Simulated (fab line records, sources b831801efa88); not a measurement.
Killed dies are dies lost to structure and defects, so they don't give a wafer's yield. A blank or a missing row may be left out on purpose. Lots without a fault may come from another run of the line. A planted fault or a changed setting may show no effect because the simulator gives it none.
Problem report in the 8D (eight disciplines) form, filled by code | flow sky130 | the parts of the form that need people (team, actions taken, sign-off) are left out

1. THE PROBLEM
VT_ADJUST_LVTN_2_TW at SKY_VT_ADJUST_LVTN_TW_MEAS_21 reads a mean of 178.8 on 1 wafer of 1 lot; wafers without a fault read 187.6 with a standard deviation of 1.7. That is -5.2 standard deviations from the usual mean.
First seen on wafer L262.6, day 13 13:17, on film_metro-02. The record holds 36 wafers of 12 lots with a number at this step. Rule for "out", or "out of limits": more than 4 standard deviations from the usual mean. The other wafers with a number count as sound.

2. WHAT IT IS AND WHAT IT IS NOT
question                    | is                  | is not
which readings at this step | VT_ADJUST_LVTN_2_TW | -
which lots                  | L262                | L242, L243, L246, L247, L248, L250, L253, L255, L257, L259, L265
which wafers of those lots  | L262.6              | L262.1, L262.2
read on which gauges        | film_metro-02       | film_metro-03, film_metro-04
when                        | from day 13 13:17   | up to then (32 sound wafers); but 3 sound wafers of L265 came after

3. SUSPECTS, AND WHAT RULES EACH OUT
Counting: a tool at a process step up to the reading stays a suspect if it ran every lot that is out. Sound lots after the first of them don't rule it out here, since some wafers of a struck lot are sound.
- the gauge at SKY_VT_ADJUST_LVTN_TW_MEAS_21: kept. All the wafers that are out were read on film_metro-02, and no step on other tools shows them out.
- implanter-03 at SKY_VT_ADJUST_LVTN_IMPLANT_19: kept. It ran the lot that is out, L262 (day 13 13:02); its last sound lot up to then is L255 (day 11 07:55).
Left after counting: implanter-03 at SKY_VT_ADJUST_LVTN_IMPLANT_19, film_metro-02 at SKY_VT_ADJUST_LVTN_TW_MEAS_21.

4. THE CAUSE (what the simulator had put in)
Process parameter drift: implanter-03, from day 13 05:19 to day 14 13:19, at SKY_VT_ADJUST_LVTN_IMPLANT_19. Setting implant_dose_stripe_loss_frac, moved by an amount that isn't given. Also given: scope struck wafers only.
Counting left 2 suspects, and this tool is among them.

5. THE CHAIN OF EFFECTS, in route order
Each row: a reading whose mean over the struck wafers that have a number lies more than 3 standard deviations from the usual. Only readings for which the record gives a usual standard deviation are gone through. hours: the time from each lot's start at the first step in this table that gives one to its start at this step, as a median over the lots. sigmas: the change in usual standard deviations.
hours | step                          | reading             | usual | on struck wafers | change | sigmas
0     | SKY_VT_ADJUST_LVTN_TW_MEAS_21 | VT_ADJUST_LVTN_2_TW | 187.6 | 178.8            | -8.8   | -5.2
Later measuring or inspecting steps at which every struck wafer that the step has a row for has a number for every such reading, and none has moved that far: SKY_VT_ADJUST_NCORE_CD_MEAS_07.

6. WHAT WOULD HAVE CAUGHT IT SOONER
In this record the first reading out of limits at a measuring or inspecting step was taken at day 13 13:17, 8 hours after the fault began at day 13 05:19.
All the lots that are out (1) had begun SKY_VT_ADJUST_LVTN_IMPLANT_19 on implanter-03 by day 13 13:17. A hold on the tool at that time would have spared none of them.
